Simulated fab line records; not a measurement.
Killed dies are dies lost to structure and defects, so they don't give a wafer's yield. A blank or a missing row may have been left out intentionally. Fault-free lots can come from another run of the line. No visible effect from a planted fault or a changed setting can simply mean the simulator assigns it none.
Code-filled problem report in 8D (eight disciplines) form | flow gf180mcu | the parts of the form that need people (team, actions taken, sign-off) are left out

== 1. WHAT IS WRONG ==
V2_W_RS at GF_V2_RS_MEAS_24 reads a mean of 0.290 ohm/sq on 1 wafer of 1 lot; wafers without a fault read 0.328 ohm/sq with a standard deviation of 0.0037. That is -10 standard deviations from the usual mean.
The step: measures by four-point-probe.
Earliest sighting: wafer L534.2 on filmMetro-03 at day 24 16:52. The record has a number at this step for 33 wafers belonging to 11 lots. Rule for "out" (also "out of limits"): further than 4 standard deviations from the usual mean. All remaining wafers that have a number are taken as sound.

== 2. WHAT THIS IS AND IS NOT ==
question                    | is                | is not
which readings at this step | V2_W_RS           | -
which lots                  | L534              | L522, L524, L525, L527, L539, L541, L542, L543, L544, L545
which wafers of those lots  | L534.2            | L534.1, L534.4
read on which gauges        | filmMetro-03      | filmMetro-02, filmMetro-04
when                        | from day 24 16:52 | up to then (14 sound wafers); but 18 sound wafers of L539, L541, L542, L543, L544, L545 came after

== 3. THE SUSPECTS, EACH WITH WHAT RULES IT OUT ==
Counting: a tool at a process step up to the reading stays a suspect if it ran every lot that is out. Sound lots after the first of them don't rule it out here, since some wafers of a struck lot are sound.
- the gauge at GF_V2_RS_MEAS_24: kept. All the wafers that are out were read on filmMetro-03, and no step on other tools shows them out.
- cvdW-02 at GF_V2_CVD_23 (deposits W, target thk 350 nm, time 104.94 s): kept. The lot that is out, L534, ran on it at day 24 16:46; the last sound lot it ran before that was L527, at day 22 13:16.
- Within cvdW-02 at GF_V2_CVD_23: the wafers that are out ran in chamber 1; their sound lot-mates ran in chamber 0.
After counting, cvdW-02 at GF_V2_CVD_23 and filmMetro-03 at GF_V2_RS_MEAS_24 remain.

== 4. THE CAUSE (what the simulator had put in) ==
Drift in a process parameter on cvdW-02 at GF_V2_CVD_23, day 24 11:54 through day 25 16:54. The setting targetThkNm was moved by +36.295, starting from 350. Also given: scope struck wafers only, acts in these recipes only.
Counting leaves 2 suspects; this tool is one of them.

== 5. THE EFFECT CHAIN, in route order ==
Rows list readings where the struck wafers' mean (over those with a number) sits beyond 3 standard deviations from the usual. Readings are gone through only where the record gives a usual standard deviation; hours: the median, over the lots, of the time from a lot's start at the first step in this table giving one to that lot's start at this step; sigmas: the change measured in usual standard deviations.
hours | step              | reading  | usual        | on struck wafers | change | sigmas
0     | GF_V2_RS_MEAS_24  | V2_W_RS  | 0.328 ohm/sq | 0.290            | -0.038 | -10
0     | GF_V2_THK_MEAS_25 | V2_W_THK | 347 nm       | 387              | +40    | +8.5

== 6. HOW IT WOULD HAVE BEEN CAUGHT EARLIER ==
Counted from the fault's start at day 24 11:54, it took 5 hours until the first out-of-limits reading at a measuring or inspecting step in this record, taken at day 24 16:52.
Of the tool readings at GF_V2_CVD_23 for which the record gives a usual standard deviation, none was out on any struck wafer, so an alarm limit of 4 standard deviations on them would not have fired.
By day 24 16:52, every lot that is out (1) had started GF_V2_CVD_23 on cvdW-02. A hold on the tool at that time would have spared none of them.
